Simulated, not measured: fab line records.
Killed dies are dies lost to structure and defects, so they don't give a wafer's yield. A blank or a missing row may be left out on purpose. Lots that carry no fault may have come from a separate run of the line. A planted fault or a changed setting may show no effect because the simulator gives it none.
Which of the tools did it? ; flow sky130 ; 6 lots with 18 wafers sampled at 2 steps, on a route of 708 steps

WHAT THE GAUGES SHOWED, per wafer
SKY_VT_ADJUST_NCORE_TW_MEAS_11.
lot;measured;on;VT_ADJUST_NCORE_TW
L961;day 9 10:07;filmMetro-03;220.9 220.1 221.6
L966;day 11 02:25;filmMetro-02;219.2 220.6 219.2
L969;day 11 20:58;filmMetro-03;221.6 220.2 219.8
L977;day 14 13:40;filmMetro-02;218.8 217.7 219.0
L979;day 15 09:22;filmMetro-03;219.6 218.3 219.3
L981;day 15 19:16;filmMetro-02;220.5 221.5 219.6

WHAT TOOL EACH LOT RAN ON (gives the tool, then ch and the chambers of the sampled wafers, and finally the start)
lot;SKY_VT_ADJUST_NCORE_IMPLANT_09
L961;implanter-01 ch 0, day 9 09:53
L966;implanter-03 ch 0, day 11 02:10
L969;implanter-04 ch 0, day 11 20:43
L977;implanter-03 ch 0, day 14 13:25
L979;implanter-03 ch 0, day 15 09:09
L981;implanter-04 ch 0, day 15 19:01
- SKY_VT_ADJUST_NCORE_IMPLANT_09

THE ANSWER, worked out from the rows above alone
Rule: the lots themselves supply what counts as usual. The widest of any qualifying gaps counts: lots, ordered by their means at a reading, are off when they make up no more than a third of the lots, leave a main group of 4 or more, and stand apart from it by 3 or more times the standard deviation of that group's means. A main group whose means are all the same, to the digits that the tables above print for the reading, isn't used. Also off: a lot with no number at a reading for which 4 or more lots have one. All remaining lots with rows at the step are treated as sound.
No lot is off at any reading shown: from this, nothing can be told.

WHAT THE SIMULATOR HAD PUT IN
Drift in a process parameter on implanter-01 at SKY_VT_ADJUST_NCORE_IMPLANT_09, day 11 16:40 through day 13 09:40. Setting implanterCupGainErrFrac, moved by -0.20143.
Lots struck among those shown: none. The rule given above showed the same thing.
